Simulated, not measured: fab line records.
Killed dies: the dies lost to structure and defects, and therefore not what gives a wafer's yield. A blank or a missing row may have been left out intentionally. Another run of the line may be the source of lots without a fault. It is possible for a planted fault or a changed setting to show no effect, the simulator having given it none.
Matching of chambers | flow sky130 | cmp-02 running SKY_VIA4_CMP_02: 4 sister chambers
The step polishes SiO2. 18 wafers are shown with their chamber, then 9 later ones without.

## WAFERS WITH THEIR CHAMBER
wafer  | chamber | motorCurrentA (A)
L185.1 | 1       | 11.8
L185.3 | 2       | 11.2
L185.5 | 0       | 11.1
L188.2 | 1       | 12.7
L188.3 | 3       | 12.8
L188.4 | 0       | 11.2
L190.2 | 3       | 13.1
L190.5 | 0       | 11.0
L190.6 | 3       | 13.3
L192.3 | 0       | 10.8
L192.4 | 2       | 10.9
L192.6 | 0       | 10.9
L196.1 | 3       | 13.2
L196.3 | 1       | 12.3
L196.6 | 3       | 13.2
L197.3 | 1       | 11.7
L197.5 | 3       | 14.4
L197.6 | 0       | 11.3

SIGNATURES (means of the wafers above)
reading       | chamber 0 | chamber 1 | chamber 2 | chamber 3 | scatter within a chamber
motorCurrentA | 11.050    | 12.125    | 11.050    | 13.333    | 0.412
Rule: for each reading, subtract the chamber's mean from the wafer's reading, divide by that reading's scatter and square the result; add these up over the readings and take the root, which gives the wafer's distance from the chamber. If the next closest chamber is less than 2 further off than the closest, the wafer can't be placed; otherwise it belongs to the closest. The scatter is the square root of a quotient: the sum, over the shown wafers, of each reading's squared deviation from its chamber's mean, divided by wafers minus chambers.

## WAFERS WITH NO CHAMBER GIVEN
wafer  | motorCurrentA (A)
L198.1 | 11.1
L198.2 | 12.4
L198.4 | 13.4
L204.1 | 11.4
L204.2 | 11.8
L204.3 | 12.6
L206.2 | 12.4
L206.5 | 12.4
L206.6 | 10.8

## WHICH CHAMBER EACH ONE RAN IN
wafer  | from the rows above          | in truth
L198.1 | can't be placed: 0 or 2      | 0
L198.2 | can't be placed: 1 or 3      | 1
L198.4 | 3                            | 3
L204.1 | can't be placed: 0 or 2 or 1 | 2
L204.2 | can't be placed: 1 or 0 or 2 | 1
L204.3 | can't be placed: 1 or 3      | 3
L206.2 | can't be placed: 1 or 3      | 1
L206.5 | can't be placed: 1 or 3      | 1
L206.6 | can't be placed: 0 or 2      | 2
Correctly placed: 1 of 9. These rows do not allow placing 8 (true chamber among the candidates in 8). 0 placed wrongly.
